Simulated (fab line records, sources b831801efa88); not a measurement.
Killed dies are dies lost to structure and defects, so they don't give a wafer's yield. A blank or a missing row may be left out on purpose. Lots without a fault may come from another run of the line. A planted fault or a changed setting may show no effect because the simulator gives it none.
One fault seen from 2 desks | flow gf180mcu | each desk has only its own numbers; what lay behind them comes last

THE TOOL OWNER'S DESK: litho_track-04
The tool's own readings at GF_M4_SOFTBAKE_10 (time 60 s): means of the sampled wafers that have a number, for each lot that ran on this tool. A lot is out of limits, marked OUT, if its mean lies more than 4 standard deviations from the usual mean; the brackets give that distance.
Columns: A = heater_power_total_W at GF_M4_SOFTBAKE_10, usual 93.05 W; B = plate_temp_C at GF_M4_SOFTBAKE_10, usual 130.00 C
lot  | first seen here | A               | B
L770 | day 23 10:05    | 93.07           | 129.97
L771 | day 23 13:32    | 93.08           | 129.98
L774 | day 24 17:30    | 93.05           | 130.03
L776 | day 25 11:41    | 89.11 (-69) OUT | 125.70 (-36) OUT
L777 | day 25 20:26    | 89.18 (-68) OUT | 125.72 (-36) OUT
L788 | day 29 06:02    | 93.08           | 130.09
L791 | day 30 01:04    | 93.01           | 130.11
L792 | day 30 07:57    | 93.04           | 130.19
This desk's finding: out of limits on L776, L777; first on L776, day 25 11:41 (heater_power_total_W at GF_M4_SOFTBAKE_10). In limits: L770, L771, L774, L788, L791, L792.

THE METROLOGY DESK
What the gauges read, lot by lot, whatever tool the lot ran on: means of the sampled wafers that have a number. A lot is out of limits, marked OUT, if its mean lies more than 4 standard deviations from the usual mean; the brackets give that distance.
Columns: A = cd_nm at GF_M4_CD_MEAS_14, usual 280.4 nm
lot  | first seen here | A
L770 | day 23 21:20    | 281.2
L771 | day 24 00:19    | 279.6
L772 | day 24 12:14    | 279.7
L774 | day 25 03:59    | 280.5
L776 | day 25 22:40    | 290.3 (+8.3) OUT
L777 | day 26 06:38    | 290.3 (+8.3) OUT
L782 | day 27 16:38    | 278.9
L785 | day 28 19:55    | 280.0
L787 | day 29 15:03    | 280.2
L788 | day 29 15:30    | 281.3
L791 | day 30 10:41    | 282.2
L792 | day 30 16:44    | 280.1
This desk's finding: out of limits on L776, L777; first on L776, day 25 22:40 (cd_nm at GF_M4_CD_MEAS_14). In limits: L770, L771, L772, L774, L782, L785, L787, L788, L791, L792.

PUT TOGETHER
The tool owner's desk could have raised an alarm at day 25 11:41, on L776, L777.
The metrology desk could have raised an alarm at day 25 22:40, on L776, L777.
Of the lots named, all ran GF_M4_SOFTBAKE_10 on litho_track-04.

WHAT THE SIMULATOR HAD PUT IN
Process parameter drift: litho_track-04, from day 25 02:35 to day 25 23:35, at GF_M4_SOFTBAKE_10. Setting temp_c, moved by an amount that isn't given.
Lots struck among those shown: L776, L777.
Hours from the fault's start to each desk's first reading out of limits: the tool owner's desk, 9; the metrology desk, 20.
